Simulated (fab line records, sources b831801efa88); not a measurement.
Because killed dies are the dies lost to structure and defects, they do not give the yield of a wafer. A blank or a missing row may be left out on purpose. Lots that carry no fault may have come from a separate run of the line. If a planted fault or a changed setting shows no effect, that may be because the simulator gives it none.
Which tool is to blame?    flow gf180mcu    14 lots with 42 wafers sampled at 2 steps, on a route of 602 steps

WHAT THE GAUGES SHOWED, per wafer
GF_POLY_GATE_CD_MEAS_10 targets a cd of 280 nm. Usual: cd-nm at 279.5 nm, with a standard deviation of 1.2.
lot   measured      on         cd-nm (nm)         flag
L108  day 9 04:43   cd-sem-01  279.0 278.8 280.5  
L110  day 9 16:20   cd-sem-01  280.5 280.9 279.3  
L112  day 10 07:14  cd-sem-01  278.9 279.3 279.6  
L113  day 10 16:49  cd-sem-01  281.7 280.6 281.6  
L115  day 11 05:02  cd-sem-01  278.9 281.5 279.8  
L116  day 11 14:02  cd-sem-02  277.4 278.6 277.9  
L117  day 11 20:16  cd-sem-02  279.9 279.7 277.8  
L118  day 12 03:50  cd-sem-02  280.2 279.9 279.5  
L119  day 12 12:37  cd-sem-02  280.1 279.5 280.0  
L120  day 12 19:41  cd-sem-02  279.0 279.3 278.8  
L121  day 13 03:24  cd-sem-01  278.0 277.0 278.0  
L124  day 13 23:32  cd-sem-01  281.0 280.1 279.6  

EACH LOT AND THE TOOL THAT RAN IT (in order: tool; ch and the chambers of the sampled wafers; start)
lot   GF_STI_DEVELOP_11
L108  litho-track-02 ch 0, day 2 01:58
L110  litho-track-02 ch 0, day 2 10:54
L112  litho-track-01 ch 0, day 2 21:50
L113  litho-track-03 ch 0, day 3 02:07
L115  litho-track-03 ch 0, day 3 13:26
L116  litho-track-02 ch 0, day 3 18:32
L117  litho-track-01 ch 0, day 3 22:40
L118  litho-track-01 ch 0, day 4 05:41
L119  litho-track-03 ch 0, day 4 10:34
L120  litho-track-03 ch 0, day 4 15:02
L121  litho-track-01 ch 0, day 4 21:07
L124  litho-track-02 ch 0, day 5 11:47
L126  litho-track-03, day 5 21:44
L127  litho-track-02, day 6 05:14
- GF_STI_DEVELOP_11: develop time 60 s.

AS READ BY THE TOOLS THEMSELVES (means over the sampled wafers that have a number; for cases with no such wafer, the mark the record gives instead)
GF_STI_DEVELOP_11. Usual: chill-plate-temp-C at 23.02 C, with a standard deviation of 0.12.
lot   tool            chill-plate-temp-C (C)  flag
L108  litho-track-02  22.97                   
L110  litho-track-02  22.99                   
L112  litho-track-01  23.02                   
L113  litho-track-03  22.87                   
L115  litho-track-03  22.99                   
L116  litho-track-02  22.98                   
L117  litho-track-01  22.96                   
L118  litho-track-01  22.82                   
L119  litho-track-03  22.98                   
L120  litho-track-03  23.09                   
L121  litho-track-01  22.97                   
L124  litho-track-02  22.95                   
L126  litho-track-03  -                       OFF
L127  litho-track-02  -                       OFF

THE ANSWER, worked out from the rows above alone
Rule: lot off if the mean of its wafers having a number is beyond 3 standard deviations from the usual mean. Also off: a lot with no number at a reading for which 4 or more lots have one. The other lots that the step has rows for count as sound. First the gauges in route order, then the tools' own readings, where a lot's mean is used as printed above. The first step at which some lot is off is used, and at that step the reading that is off furthest; a lot without a number counts as furthest.
Off: L126, L127, at GF_STI_DEVELOP_11 (chill-plate-temp-C). Without a number there: L126, L127.
If a tool, at that step or one of the process steps before it, ran each lot that is off and ran no sound lot following the first of them, it fits. Not one of the candidates tried fits.

WHAT HAD BEEN PUT IN BY THE SIMULATOR
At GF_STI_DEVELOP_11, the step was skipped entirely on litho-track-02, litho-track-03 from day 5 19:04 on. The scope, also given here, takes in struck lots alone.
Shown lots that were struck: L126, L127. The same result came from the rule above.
